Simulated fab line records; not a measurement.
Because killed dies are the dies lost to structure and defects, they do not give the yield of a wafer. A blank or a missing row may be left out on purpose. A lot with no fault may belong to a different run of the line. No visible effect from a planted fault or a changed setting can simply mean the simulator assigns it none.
fab line records | flow sky130 | part 1 of 2: steps 1 to 31 of 32
record: lots: 7 wafers: 21 lastDay: 50
route steps=708 shown PWDE@52 NWELL@56 PAD_OPEN@708
lots with no fault: from the same line, run without faults
startH: hours from the record's opening day to when the first of the lot's shown wafers began | waitH: hours from the lot's prior step to this one | " same as the row above | L1.1+2: a row that stands for several wafers | - no value, or no start was given | * or withheld: withheld | < > ~ a bound
route shown NAME@n: NAME is a module with steps in the file, n the number in the route of the first one | usual: average and standard deviation across the fault-free wafers | same: alike in all rows | chamber/n: place in a boat | sites: each site's reading | _std_site: standard deviation across them | _edge_site: outer sites' mean less inner sites' | radiusMm: for every site, how far away it sits from the centre of the wafer | mask NAME#n: copy n | behind: tool/chamber where the wafer was last shaped | hold: why the lot was held/for how many hours/how that ended | device: the n, p or np transistor that did not switch | end of line: tests run on the same wafers once the route is complete | a step with no rows: only its recipe | killed: the dies lost at the first sort to structure and to defects; this is not the yield of the wafer | map: a wafer's dies, x killed, . not, _ none there
set.NAME: setting as actually run; set.NAME@STEP: the setting as run at that earlier step | model.NAME: the simulator's own value behind a step, which no gauge read
lots at selected steps of the route; one table per step, one row per wafer
services: from which hour (startH, from the record's first day; less than 0 if before it) a tool's chamber was out of use, for how many hours, and why
== steps ==
step: SKY_PWDE_OVL_MEAS_07
usual: PWDE_OVL: -0.2/1.2
columns lot.wafer tool chamber startH waitH PWDE_OVL[nm]
L533.3 overlay-02 - 84.48 - -0.1
L533.5 " - " " 1.1
L533.6 " - " " 1.3
L539.1 overlay-02 - 119.62 - -0.2
L539.5 " - " " 0.1
L539.6 " - " " -2.0
L543.1 overlay-01 - 140.33 - 1.7
L543.4 " - " " 0.5
L543.6 " - " " 1.6
L544.1 overlay-01 - 145.64 - 0.4
L544.2 " - " " 0.1
L544.4 " - " " -0.4
L545.1 overlay-02 - 151.07 - -0.2
L545.2 " - " " -0.6
L545.3 " - " " 1.3
L546.1 overlay-02 - 158.09 - -1.0
L546.4 " - " " -2.9
L546.6 " - " " -0.8
L552.1 overlay-01 - 190.97 - -2.1
L552.2 " - " " -2.4
L552.6 " - " " -0.9
step: SKY_PWDE_IMPLANT_08
recipe: species: B energyKev: 150 doseCm2: 3.6e+12 tiltDeg: withheld
step: SKY_PWDE_STRIP_09
recipe: chemistry: O2/N2 powerW: 1400 pressureMtorr: 1500 platenTempC: withheld o2FlowSccm: 3000 n2FlowSccm: 300 overashFraction: 0.5
usual: chamberPressureMTorr: 1500.1/1.3 drypumpMotorCurrentA: 5.7/0.63 oesProductAu: 0.723/0.0041 stripTimeToEndpointS: 37.57/0.095
columns lot.wafer tool chamber startH waitH chamberPressureMTorr drypumpMotorCurrentA oesProductAu rfHoursCounterH stripTimeToEndpointS
L533.3 plasmaAsher-03 1 84.69 0.1 1497.6 5.0 0.719 - 37.60
L533.5 " 0 " " 1500.6 6.5 0.717 - 37.59
L533.6 " 1 " " 1500.8 4.9 0.723 - 37.59
L539.1 plasmaAsher-02 1 119.80 0.1 1500.9 5.5 0.723 41 37.55
L539.5 " 1 " " 1502.9 5.5 0.729 - 37.43
L539.6 " 0 " " 1497.7 6.4 0.723 - 37.41
L543.1 plasmaAsher-02 1 140.51 0.1 1501.9 5.5 0.722 43 37.53
L543.4 " 0 " " 1500.2 6.4 0.727 - 37.52
L543.6 " 1 " " 1498.5 5.5 0.726 - 37.56
L544.1 plasmaAsher-03 1 145.82 0.1 1501.6 5.0 0.717 33 37.53
L544.2 " 0 " " 1498.6 6.5 0.725 33 37.56
L544.4 " 0 " " 1501.5 6.5 0.716 - 37.52
L545.1 plasmaAsher-02 0 151.25 0.1 1499.8 6.5 0.726 44 37.55
L545.2 " 1 " " 1499.4 5.5 0.720 44 37.51
L545.3 " 0 " " 1500.7 6.4 0.728 - 37.52
L546.1 plasmaAsher-03 1 158.27 0.1 1500.6 5.0 0.722 35 37.66
L546.4 " 1 " " 1500.8 4.9 0.720 - 37.65
L546.6 " 0 " " 1502.4 6.4 0.723 - 37.75
L552.1 plasmaAsher-03 1 191.15 0.1 1500.9 4.9 0.725 38 37.59
L552.2 " 0 " " 1499.5 6.4 0.723 38 37.56
L552.6 " 0 " " 1501.3 6.5 0.721 - 37.63
step: SKY_PWDE_TW_MEAS_10
usual: PWDE_TW: 373.3/2.5
columns lot.wafer tool chamber startH waitH PWDE_TW
L533.3 filmMetro-01 - 84.77 0.1 375.7
L533.5 " - " " 375.6
L533.6 " - " " 376.7
L539.1 filmMetro-01 - 119.90 0.1 376.2
L539.5 " - " " 379.2
L539.6 " - " " 376.1
L543.1 filmMetro-01 - 140.61 0.1 374.4
L543.4 " - " " 374.0
L543.6 " - " " 374.7
L544.1 filmMetro-03 - 145.92 0.1 368.9
L544.2 " - " " 369.5
L544.4 " - " " 370.4
L545.1 filmMetro-03 - 151.35 0.1 369.8
L545.2 " - " " 370.1
L545.3 " - " " 371.8
L546.1 filmMetro-03 - 158.37 0.1 370.1
L546.4 " - " " 371.5
L546.6 " - " " 371.4
L552.1 filmMetro-01 - 191.25 0.1 373.2
L552.2 " - " " 376.3
L552.6 " - " " 375.2
step: SKY_NWELL_DEHYDRATE_03
recipe: tempC: 200 timeS: 60
step: SKY_NWELL_HMDS_04
recipe: primeTimeS: 60 primeTempC: 120
step: SKY_NWELL_COAT_05
recipe: spinRpm: 2000 resistThkNm: 3000
step: SKY_NWELL_SOFTBAKE_06
recipe: tempC: 110 timeS: withheld
step: SKY_NWELL_EXPOSE_07
recipe: maskId: NWM na: 0.6 sourceShape: conventional sigmaOuter: 0.6 polarization: unpolarized targetCdNm: 840 doseMj: 255
step: SKY_NWELL_PEB_08
recipe: tempC: 115 timeS: withheld
step: SKY_NWELL_DEVELOP_09
recipe: wallAngleDeg: 90 developer: TMAH developTimeS: 60 devTempC: 23
step: SKY_NWELL_OVL_MEAS_10
usual: NWELL_00_OVL: -1.0/1.5
columns lot.wafer tool chamber startH waitH NWELL_00_OVL[nm]
L533.3 overlay-02 - 101.89 - -0.5
L533.5 " - " " -0.1
L533.6 " - " " -1.6
L539.1 overlay-01 - 138.34 - -0.8
L539.5 " - " " 0.9
L539.6 " - " " -0.9
L543.1 overlay-02 - 160.28 - 0.9
L543.4 " - " " 0.6
L543.6 " - " " 0.7
L544.1 overlay-01 - 165.69 - -1.9
L544.2 " - " " -2.3
L544.4 " - " " -3.5
L545.1 overlay-02 - 172.13 - -1.7
L545.2 " - " " -3.1
L545.3 " - " " -1.1
L546.1 overlay-01 - 178.39 - -1.9
L546.4 " - " " -0.2
L546.6 " - " " -1.0
L552.1 overlay-01 - 213.13 - 0.1
L552.2 " - " " -0.3
L552.6 " - " " 1.0
step: SKY_NWELL_IMPLANT_11
recipe: species: P energyKev: 400 doseCm2: 1.9e+13 tiltDeg: withheld
usual: beamEnergyKeV: 399.98/0.13 beamOnS: 10.01/0.19
columns lot.wafer tool chamber startH waitH beamEnergyKeV beamOnS model.implant.rpNm model.implant.drpNm
L533.3 implanter-02 0 101.96 0.1 400.05 10.19 495.1 116.9
L533.5 " 0 " " 400.01 10.46 495.1 116.9
L533.6 " 0 " " 399.97 9.73 495.1 116.9
L539.1 implanter-03 0 138.37 0.0 399.94 10.12 502.1 116.9
L539.5 " 0 " " 399.76 10.24 502.1 116.9
L539.6 " 0 " " 399.69 9.93 502.1 116.9
L543.1 implanter-03 0 160.31 0.0 477.95 9.60 565.6 127.6
L543.4 " 0 " " 477.95 10.11 565.6 127.6
L543.6 " 0 " " 477.87 10.13 565.6 127.6
L544.1 implanter-03 0 165.72 0.0 477.98 10.05 585.5 127.6
L544.2 " 0 " " 477.95 10.04 585.5 127.6
L544.4 " 0 " " 477.88 10.23 585.5 127.6
L545.1 implanter-04 0 172.17 0.0 400.00 9.80 499.9 116.9
L545.2 " 0 " " 400.02 9.74 499.9 116.9
L545.3 " 0 " " 400.02 10.22 499.9 116.9
L546.1 implanter-03 0 178.42 0.0 478.07 10.04 595.1 127.6
L546.4 " 0 " " 477.87 10.07 595.1 127.6
L546.6 " 0 " " 478.09 10.10 595.1 127.6
L552.1 implanter-02 0 213.17 0.0 400.31 9.78 485.9 116.9
L552.2 " 0 " " 399.99 9.86 485.9 116.9
L552.6 " 0 " " 400.27 10.34 485.9 116.9
step: SKY_NWELL_IMPLANT_12
recipe: species: P energyKev: 120 doseCm2: 1.3e+12 tiltDeg: withheld
step: SKY_NWELL_IMPLANT_13
recipe: species: P energyKev: 50 doseCm2: 7e+11 tiltDeg: withheld
step: SKY_NWELL_STRIP_14
recipe: chemistry: O2/N2 powerW: 1400 pressureMtorr: 1500 platenTempC: withheld o2FlowSccm: 3000 n2FlowSccm: 300 overashFraction: 0.5498
usual: chamberPressureMTorr: 1500.0/1.4 drypumpMotorCurrentA: 5.4/0.57 oesProductAu: 0.707/0.0051 stripTimeToEndpointS: 36.96/0.1
columns lot.wafer tool chamber startH waitH chamberPressureMTorr drypumpMotorCurrentA oesProductAu rfHoursCounterH stripTimeToEndpointS
L533.3 plasmaAsher-04 0 102.39 0.1 1498.6 5.0 0.715 - 36.80
L533.5 " 1 " " 1498.3 5.4 0.709 - 36.98
L533.6 " 0 " " 1499.2 5.0 0.705 - 36.81
L539.1 plasmaAsher-04 0 138.82 0.1 1499.9 5.0 0.714 46 36.96
L539.5 " 1 " " 1498.2 5.5 0.698 - 36.98
L539.6 " 0 " " 1500.1 5.0 0.702 - 37.04
L543.1 plasmaAsher-04 1 160.76 0.1 1498.6 5.4 0.706 48 36.83
L543.4 " 1 " " 1501.2 5.4 0.699 - 36.75
L543.6 " 0 " " 1501.7 5.0 0.705 - 36.74
L544.1 plasmaAsher-01 0 166.17 0.1 1502.9 4.9 0.703 4 37.02
L544.2 " 1 " " 1499.5 5.6 0.711 4 36.95
L544.4 " 0 " " 1501.6 4.9 0.709 - 36.96
L545.1 plasmaAsher-04 1 172.62 0.1 1499.7 5.5 0.695 49 36.90
L545.2 " 0 " " 1500.6 5.0 0.708 49 36.88
L545.3 " 0 " " 1497.5 5.0 0.703 - 37.00
L546.1 plasmaAsher-03 1 178.87 0.1 1499.8 4.9 0.707 37 36.95
L546.4 " 0 " " 1499.9 6.5 0.704 - 36.93
L546.6 " 1 " " 1499.0 4.9 0.718 - 37.04
L552.1 plasmaAsher-04 0 213.62 0.1 1497.4 5.0 0.705 53 37.03
L552.2 " 1 " " 1499.3 5.4 0.707 53 36.90
L552.6 " 0 " " 1497.7 5.0 0.709 - 36.94
step: SKY_NWELL_TW_MEAS_15
usual: NWELL_TW: 1812/12
columns lot.wafer tool chamber startH waitH NWELL_TW
L533.3 filmMetro-03 - 102.48 0.1 1806
L533.5 " - " " 1803
L533.6 " - " " 1811
L539.1 filmMetro-01 - 138.92 0.1 1831
L539.5 " - " " 1827
L539.6 " - " " 1819
L543.1 filmMetro-02 - 160.86 0.1 1833
L543.4 " - " " 1839
L543.6 " - " " 1851
L544.1 filmMetro-02 - 166.27 0.1 1818
L544.2 " - " " 1826
L544.4 " - " " 1840
L545.1 filmMetro-02 - 172.72 0.1 1809
L545.2 " - " " 1809
L545.3 " - " " 1810
L546.1 filmMetro-02 - 178.97 0.1 1834
L546.4 " - " " 1845
L546.6 " - " " 1840
L552.1 filmMetro-02 - 213.72 0.1 1813
L552.2 " - " " 1807
L552.6 " - " " 1814
step: SKY_NWELL_DEHYDRATE_16
recipe: tempC: 200 timeS: 60
step: SKY_NWELL_HMDS_17
recipe: primeTimeS: 60 primeTempC: 120
step: SKY_NWELL_COAT_18
recipe: spinRpm: 2000 resistThkNm: 3000
step: SKY_NWELL_SOFTBAKE_19
recipe: tempC: 110 timeS: withheld
step: SKY_NWELL_EXPOSE_20
recipe: maskId: NWM_COMPLEMENT na: 0.6 sourceShape: conventional sigmaOuter: 0.6 polarization: unpolarized targetCdNm: 840 doseMj: 260
step: SKY_NWELL_PEB_21
recipe: tempC: 115 timeS: withheld
step: SKY_NWELL_DEVELOP_22
recipe: wallAngleDeg: 90 developer: TMAH developTimeS: 60 devTempC: 23
step: SKY_NWELL_OVL_MEAS_23
usual: NWELL_01_OVL: 1.1/1.3
columns lot.wafer tool chamber startH waitH NWELL_01_OVL[nm]
L533.3 overlay-01 - 120.79 - 1.9
L533.5 " - " " 2.7
L533.6 " - " " 1.1
L539.1 overlay-01 - 157.74 - -0.2
L539.5 " - " " -1.4
L539.6 " - " " -1.2
L543.1 overlay-02 - 180.59 - -1.0
L543.4 " - " " -1.3
L543.6 " - " " 0.8
L544.1 overlay-02 - 186.54 - 1.9
L544.2 " - " " 1.6
L544.4 " - " " -0.3
L545.1 overlay-02 - 193.33 - 0.8
L545.2 " - " " 1.8
L545.3 " - " " 0.0
L546.1 overlay-01 - 200.03 - 3.7
L546.4 " - " " 2.0
L546.6 " - " " 3.4
L552.1 overlay-02 - 235.98 - 1.2
L552.2 " - " " 1.9
L552.6 " - " " 1.9
step: SKY_NWELL_IMPLANT_24
recipe: species: B energyKev: 140 doseCm2: 9.2e+12 tiltDeg: withheld
step: SKY_NWELL_STRIP_25
recipe: chemistry: O2/N2 powerW: 1400 pressureMtorr: 1500 platenTempC: withheld o2FlowSccm: 3000 n2FlowSccm: 300 overashFraction: 0.5
usual: chamberPressureMTorr: 1500.1/1.4 drypumpMotorCurrentA: 5.4/0.59 oesProductAu: 0.723/0.0046 stripTimeToEndpointS: 36.97/0.11
columns lot.wafer tool chamber startH waitH chamberPressureMTorr drypumpMotorCurrentA oesProductAu rfHoursCounterH stripTimeToEndpointS
L533.3 plasmaAsher-03 0 121.00 0.1 1500.0 6.5 0.721 - 36.89
L533.5 " 0 " " 1500.7 6.5 0.715 - 36.88
L533.6 " 1 " " 1499.6 4.9 0.724 - 36.93
L539.1 plasmaAsher-04 0 157.92 0.1 1501.2 5.0 0.717 48 36.93
L539.5 " 1 " " 1500.5 5.4 0.716 - 36.99
L539.6 " 0 " " 1499.7 5.0 0.726 - 37.01
L543.1 plasmaAsher-01 1 180.77 0.1 1501.8 5.6 0.727 6 36.95
L543.4 " 1 " " 1500.8 5.6 0.718 - 36.89
L543.6 " 0 " " 1502.3 4.9 0.716 - 36.98
L544.1 plasmaAsher-03 1 186.72 0.1 1498.9 4.9 0.723 37 37.00
L544.2 " 0 " " 1500.4 6.5 0.725 37 37.07
L544.4 " 0 " " 1500.6 6.5 0.722 - 37.02
L545.1 plasmaAsher-04 0 193.51 0.1 1501.7 5.0 0.725 50 37.07
L545.2 " 1 " " 1500.3 5.5 0.716 50 36.90
L545.3 " 0 " " 1500.6 5.0 0.722 - 36.91
L546.1 plasmaAsher-03 0 200.22 0.1 1499.1 6.5 0.719 39 37.17
L546.4 " 1 " " 1498.3 4.9 0.727 - 37.04
L546.6 " 0 " " 1500.1 6.5 0.720 - 37.06
L552.1 plasmaAsher-04 1 236.17 0.1 1501.7 5.4 0.724 55 36.93
L552.2 " 0 " " 1499.9 5.0 0.716 55 36.95
L552.6 " 0 " " 1498.7 5.0 0.722 - 36.87
step: SKY_NWELL_TW_MEAS_26
usual: NWELL_2_TW: 494.4/2.8
columns lot.wafer tool chamber startH waitH NWELL_2_TW
L533.3 filmMetro-02 - 121.09 0.1 498.2
L533.5 " - " " 499.1
L533.6 " - " " 499.8
L539.1 filmMetro-02 - 158.02 0.1 491.7
L539.5 " - " " 491.8
L539.6 " - " " 490.7
L543.1 filmMetro-01 - 180.87 0.1 492.7
L543.4 " - " " 495.7
L543.6 " - " " 493.7
L544.1 filmMetro-02 - 186.82 0.1 494.0
L544.2 " - " " 493.2
L544.4 " - " " 494.0
L545.1 filmMetro-01 - 193.61 0.1 494.5
L545.2 " - " " 494.7
L545.3 " - " " 499.8
L546.1 filmMetro-03 - 200.32 0.1 492.3
L546.4 " - " " 494.9
L546.6 " - " " 498.2
L552.1 filmMetro-02 - 236.27 0.1 491.3
L552.2 " - " " 493.5
L552.6 " - " " 491.9
step: SKY_NWELL_CLEAN_27
recipe: chemistry: SC1/SC2 mix: 1:4:20 tempC: 70 timeS: 150 dry: n2Spin
step: SKY_NWELL_RTA_28
recipe: tempC: 1050 timeS: 30 idleTempC: 650 rampUpCPerS: 150 rampDownCPerS: 90 ambient: N2
usual: lampPowerPct: 25.30/0.052 rampDownCPerS: 89.999/0.017 wafer_temp_C_max: 1054.9/1
same: timeS: 30
columns lot.wafer tool chamber startH waitH lampPowerPct rampDownCPerS wafer_temp_C_max
L533.3 rtpAnneal-02 0 121.21 0.0 25.27 89.997 1054.5
L533.5 " 0 " " 25.29 89.980 1055.3
L533.6 " 0 " " 25.24 89.985 1057.5
L539.1 rtpAnneal-01 0 158.13 0.0 25.24 89.978 1056.1
L539.5 " 0 " " 25.38 89.983 1054.7
L539.6 " 0 " " 25.31 90.002 1053.6
L543.1 rtpAnneal-02 0 180.98 0.0 25.31 90.013 1056.0
L543.4 " 0 " " 25.22 90.001 1054.5
L543.6 " 0 " " 25.24 90.019 1054.1
L544.1 rtpAnneal-01 0 186.94 0.0 25.38 89.968 1053.5
L544.2 " 0 " " 25.28 89.989 1054.5
L544.4 " 0 " " 25.28 89.962 1055.6
L545.1 rtpAnneal-02 0 193.73 0.0 25.31 89.994 1054.2
L545.2 " 0 " " 25.37 90.005 1055.5
L545.3 " 0 " " 25.28 90.010 1056.1
L546.1 rtpAnneal-02 0 200.43 0.0 25.26 90.023 1054.0
L546.4 " 0 " " 25.36 89.993 1056.3
L546.6 " 0 " " 25.32 90.017 1055.0
L552.1 rtpAnneal-02 0 236.38 0.0 25.24 89.988 1054.3
L552.2 " 0 " " 25.36 89.979 1056.6
L552.6 " 0 " " 25.23 90.030 1056.0
step: SKY_NWELL_RS_MEAS_29
recipe: thkMeasGauge: four-point-probe
usual: NWELL_RS: 624.9/1.8
columns lot.wafer tool chamber startH waitH NWELL_RS[ohm/sq]
L533.3 filmMetro-03 - 121.32 0.1 627.5
L533.5 " - " " 626.1
L533.6 " - " " 626.4
L539.1 filmMetro-01 - 158.23 0.1 622.6
L539.5 " - " " 623.2
L539.6 " - " " 626.0
L543.1 filmMetro-02 - 181.08 0.1 600.2
L543.4 " - " " 601.0
L543.6 " - " " 601.5
L544.1 filmMetro-03 - 187.04 0.1 600.8
L544.2 " - " " 602.1
L544.4 " - " " 602.6
L545.1 filmMetro-01 - 193.83 0.1 623.8
L545.2 " - " " 623.0
L545.3 " - " " 623.3
L546.1 filmMetro-03 - 200.53 0.1 602.1
L546.4 " - " " 602.3
L546.6 " - " " 602.1
L552.1 filmMetro-01 - 236.48 0.1 626.2
L552.2 " - " " 626.5
L552.6 " - " " 624.2
== key ==
firstSign: step: SKY_NWELL_IMPLANT_11 reading: beamEnergyKeV direction: up sigmas: 99+ usual: * struck: *
effect: step: SKY_NWELL_TW_MEAS_15 reading: NWELL_TW direction: up sigmas: 2 usual: 1812 struck: 1836
effect: step: SKY_NWELL_RS_MEAS_29 reading: NWELL_RS direction: down sigmas: 13 usual: 624.9 struck: 601.6
modelEffect: step: SKY_NWELL_IMPLANT_11 value: implant.rpNm without: 496.7 struck: 582.1
modelEffect: step: SKY_PAD_OPEN_PROBE_99 value: etest.nfet_16v.rOnOhmUm without: 1.39e+04 struck: 1.583e+04
metAt SKY_NWELL_IMPLANT_11
struckWafers L543.1,L543.4,L543.6,L544.1,L544.2,L544.4,L546.1,L546.4,L546.6
testerLeftOut L543,L544,L546
onsetBetween 138.37 160.31
fault: kind: processParameterDrift tool: implanter-03 chamber: - onsetH: 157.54 steps: SKY_NWELL_IMPLANT_11 channel: energyKev offset: * shape: step endH: 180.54 actsIn: * stated: *
testerLeftOut: of these lots the tester's yield and bins aren't shown, on N5 and GAA mostly nor the transistor test; their killed dies are dies lost to structure and defects alone, not to doping, threshold or leakage, so they don't give the yield
